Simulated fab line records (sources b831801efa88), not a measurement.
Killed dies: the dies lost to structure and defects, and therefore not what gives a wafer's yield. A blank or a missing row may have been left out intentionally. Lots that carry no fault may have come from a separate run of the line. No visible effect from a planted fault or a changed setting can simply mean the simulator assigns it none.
2 desks looking at one fault | flow gf180mcu | each desk has only its own numbers; what lay behind them comes last

== TOOL OWNER'S DESK, cvd_w-01 ==
The tool's own readings at GF_V3_CVD_23 (deposits W, target thk 350 nm, time 104.9 s): means of the sampled wafers that have a number, for each lot that ran on this tool. The brackets show how far a lot's mean lies from the usual mean; more than 4 standard deviations puts the lot out of limits, marked OUT.
Columns: A = heater_power_outer_w at GF_V3_CVD_23, usual 520 W; B = heater_power_w at GF_V3_CVD_23, usual 833 W
lot  | first seen here | A   | B
L345 | day 22 19:17    | 504 | 768
L348 | day 23 23:45    | 509 | 765
L349 | day 24 04:39    | 453 | 723
L356 | day 26 17:56    | 408 | 715
L357 | day 27 03:28    | 452 | 729
L358 | day 27 10:20    | 463 | 741
L360 | day 27 19:41    | 510 | 777
L363 | day 28 14:56    | 456 | 735
L367 | day 29 18:57    | 459 | 735
This desk's verdict: no lot among the 9 shows anything out of limits.

== METROLOGY DESK ==
Lot by lot, what the gauges showed, no matter which tool ran the lot: averages of those sampled wafers that carry a number. The brackets show how far a lot's mean lies from the usual mean; more than 4 standard deviations puts the lot out of limits, marked OUT.
Columns: A = V2_OVL at GF_V2_OVL_MEAS_15, usual -2 nm; B = cd_nm at GF_M3_CD_MEAS_14, usual 279.7 nm; C = V3_W_RS at GF_V3_RS_MEAS_24, usual 0.327 ohm/sq; D = V3_W_THK at GF_V3_THK_MEAS_25, usual 358 nm
lot  | first seen here | A   | B     | C               | D
L345 | day 20 16:05    | 3   | 282.5 | 0.332           | 351
L348 | day 21 21:56    | -0  | 282.1 | 0.463 (+23) OUT | 252 (-14) OUT
L349 | day 22 03:59    | -3  | 279.0 | 0.475 (+25) OUT | 244 (-15) OUT
L350 | day 22 12:47    | -10 | 280.6 | 0.322           | 367
L356 | day 24 20:08    | 5   | 280.5 | 0.338           | 347
L357 | day 25 05:38    | -2  | 279.6 | 0.332           | 353
L358 | day 25 13:08    | -2  | 279.6 | 0.329           | 355
L360 | day 25 22:56    | -5  | 279.5 | 0.329           | 354
L361 | day 26 06:20    | -10 | 277.8 | 0.321           | 368
L363 | day 26 19:23    | 1   | 279.6 | 0.336           | 349
L367 | day 28 01:23    | -11 | 280.3 | 0.329           | 353
This desk's finding: out of limits on L348, L349; first on L348, day 23 23:52 (V3_W_RS at GF_V3_RS_MEAS_24). In limits: L345, L350, L356, L357, L358, L360, L361, L363, L367.

== ALL TOGETHER ==
At day 23 23:52 the metrology desk could have sounded an alarm, on L348, L349.
The desk of the tool owner found nothing out of limits.
Tool owner's desk: L348, L349 on record, inside its limits.
Of the lots named, all ran GF_V3_CVD_23 on cvd_w-01.

== WHAT THE SIMULATOR HAD INSERTED ==
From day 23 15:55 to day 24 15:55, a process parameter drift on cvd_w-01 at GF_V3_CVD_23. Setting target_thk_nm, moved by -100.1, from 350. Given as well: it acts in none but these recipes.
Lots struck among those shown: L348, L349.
Time in hours between the start of the fault and the first out-of-limits reading at each desk: metrology desk, 8.
